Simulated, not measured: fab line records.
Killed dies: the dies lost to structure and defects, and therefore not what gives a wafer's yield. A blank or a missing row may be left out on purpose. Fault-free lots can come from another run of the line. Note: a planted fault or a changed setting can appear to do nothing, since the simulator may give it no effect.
Matching of chambers :: flow sky130 :: SKY_LI_CONTACT_HDPCVD_00 on hdpcvd-02 has 3 sister chambers
The step deposits PSG, target thk 930 nm, time 155 s. 6 wafers are shown with their chamber, then 9 later ones without.

WAFERS PAIRED WITH THEIR CHAMBERS
wafer: L845.3
chamber: 0
sih4_flow_sccm (sccm): 60.10

wafer: L845.6
chamber: 0
sih4_flow_sccm (sccm): 60.24

wafer: L846.5
chamber: 1
sih4_flow_sccm (sccm): 60.27

wafer: L846.6
chamber: 2
sih4_flow_sccm (sccm): 59.97

wafer: L847.1
chamber: 2
sih4_flow_sccm (sccm): 59.99

wafer: L847.2
chamber: 1
sih4_flow_sccm (sccm): 60.11

WAFERS WITH NO CHAMBER GIVEN
wafer: L847.5
sih4_flow_sccm (sccm): 59.80

wafer: L848.1
sih4_flow_sccm (sccm): 60.04

wafer: L848.4
sih4_flow_sccm (sccm): 59.79

wafer: L848.5
sih4_flow_sccm (sccm): 59.99

wafer: L850.2
sih4_flow_sccm (sccm): 60.21

wafer: L850.4
sih4_flow_sccm (sccm): 60.20

wafer: L850.6
sih4_flow_sccm (sccm): 60.22

wafer: L854.2
sih4_flow_sccm (sccm): 59.80

wafer: L854.6
sih4_flow_sccm (sccm): 60.07

WHICH CHAMBER EACH ONE RAN IN
wafer: L847.5
from the rows above: 2
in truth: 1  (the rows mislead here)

wafer: L848.1
from the rows above: can't be placed: 2 or 0 or 1
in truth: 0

wafer: L848.4
from the rows above: 2
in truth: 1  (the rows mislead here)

wafer: L848.5
from the rows above: can't be placed: 2 or 0
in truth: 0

wafer: L850.2
from the rows above: can't be placed: 1 or 0
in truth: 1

wafer: L850.4
from the rows above: can't be placed: 1 or 0
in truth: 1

wafer: L850.6
from the rows above: can't be placed: 1 or 0
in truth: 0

wafer: L854.2
from the rows above: 2
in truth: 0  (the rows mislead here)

wafer: L854.6
from the rows above: can't be placed: 2 or 0 or 1
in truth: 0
Correctly placed: 0 of 9. These rows do not allow placing 6 (true chamber among the candidates in 6). 3 placed wrongly.
How it was worked out, from the rows above alone: a wafer's distance from a chamber is the root of the sum, over the readings, of the square of ((its reading less the chamber's mean) divided by the reading's scatter). The wafer belongs to the nearest chamber; if the next one is less than 2 further off, it can't be placed. Each chamber's mean is taken over the wafers shown for it. The scatter: take each reading less its chamber's mean, square it, sum over the shown wafers, divide by the number of wafers less the number of chambers, and take the root.
